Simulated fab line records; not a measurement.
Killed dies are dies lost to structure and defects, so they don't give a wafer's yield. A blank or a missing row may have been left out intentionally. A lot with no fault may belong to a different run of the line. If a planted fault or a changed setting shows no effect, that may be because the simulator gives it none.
Lot-split experiment    flow sky130    on a route of 708 steps: 5 lots, 23 wafers read

## THE SPLIT
At SKY_LDD_N_IMPLANT_12, the setting energy_kev was moved away from the recipe's 50 on 11 of the 23 wafers read, by -4.1% to +3.0%. The other wafers ran this setting at the recipe's value.

The reading comes from the split's own step.

## THE READING
The simulator's own value implant.drp_nm, read by no gauge, in nm at SKY_LDD_N_IMPLANT_12. The file does not state a usual value for it.

wafer   tool, chamber at the split  energy_kev as run  against the recipe  implant.drp_nm, nm  against lot-mates on the recipe
L077.1  implanter-03, 0             50                 recipe              18.83               -
L077.4  implanter-03, 0             50                 recipe              18.83               -
L077.5  implanter-03, 0             50                 recipe              18.83               -
L079.1  implanter-03, 0             47.96              -4.1%               18.27               -0.56
L079.2  implanter-03, 0             47.96              -4.1%               18.27               -0.56
L079.6  implanter-03, 0             47.96              -4.1%               18.27               -0.56
L079.4  implanter-03, 0             50                 recipe              18.83               -
L079.5  implanter-03, 0             50                 recipe              18.83               -
L082.1  implanter-03, 0             50                 recipe              18.83               -
L082.2  implanter-03, 0             50                 recipe              18.83               -
L082.4  implanter-03, 0             47.93              -4.1%               18.26               -0.57
L082.5  implanter-03, 0             47.93              -4.1%               18.26               -0.57
L082.6  implanter-03, 0             47.93              -4.1%               18.26               -0.57
L083.1  implanter-02, 0             48.21              -3.6%               18.34               -0.49
L083.6  implanter-02, 0             48.21              -3.6%               18.34               -0.49
L083.2  implanter-02, 0             50                 recipe              18.83               -
L083.3  implanter-02, 0             50                 recipe              18.83               -
L083.4  implanter-02, 0             50                 recipe              18.83               -
L085.1  implanter-01, 0             51.48              +3.0%               19.24               +0.41
L085.2  implanter-01, 0             51.48              +3.0%               19.24               +0.41
L085.6  implanter-01, 0             51.48              +3.0%               19.24               +0.41
L085.4  implanter-01, 0             50                 recipe              18.83               -
L085.5  implanter-01, 0             50                 recipe              18.83               -

FIT RESULTS
A straight line over all 23 wafers: implant.drp_nm changes by +0.138 nm for each +1% of energy_kev; r = +1.00; the points scatter about the line by 0.0012 nm.
The same after taking each lot's own level away (the mean of its wafers on the recipe; 23 wafers): +0.138 nm for each +1%; r = +1.00; scatter 0.0012 nm.
According to that fit, moving energy_kev by its largest amount changes the reading by 0.57 nm.
The lots' own levels span 18.830 to 18.830 nm.
The two slopes agree, so the slope changes little with the lot-to-lot level.
Check: for one of the wafers moved furthest among these (-4.1%), held out of the fit, the line's prediction against its lot-mates is -0.569 nm. It came out at -0.57 nm against them.

## FURTHER SPLITS ON THESE WAFERS
Note: prior to the reading, these wafers also went through further splits. Each is held against what the fit with the lots' levels taken away leaves over:
other split on the same wafers         wafers away from the commonest value  r with implant.drp_nm (lot level and that fit taken away)
SKY_SONOS_ONO_OXIDATION_00 ox_time_s   15                                    -0.32
SKY_SONOS_ONO_CVD_02 pressure_mtorr    15                                    +0.06
SKY_SONOS_ONO_DEVELOP_12 dev_temp_c    9                                     +0.15
SKY_GATE_OXIDE_OXIDATION_01 ox_time_s  15                                    -0.32
SKY_GATE_OXIDE_SOFTBAKE_06 temp_c      10                                    +0.27
SKY_POLY_GATE_COAT_07 resist_thk_nm    5                                     -0.31
SKY_POLY_GATE_ETCH_15 source_w         11                                    -0.03
SKY_LDD_N_SOFTBAKE_03 temp_c           7                                     -0.30

## THE WHOLE CHAIN: every reading that the file lists as answering this split, in the file's order
step                  what it does  reading                                                          change (the file's fit)                r (the file's)
SKY_LDD_N_IMPLANT_12                implant.rp_nm (the simulator's own value, which no gauge read)   +0.314 nm for each +1% of the setting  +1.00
SKY_LDD_N_IMPLANT_12                implant.drp_nm (the simulator's own value, which no gauge read)  +0.138 nm for each +1% of the setting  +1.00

## FILE'S OWN FIT
implant.drp_nm changes by +0.138 nm for each +1% of energy_kev, r = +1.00.
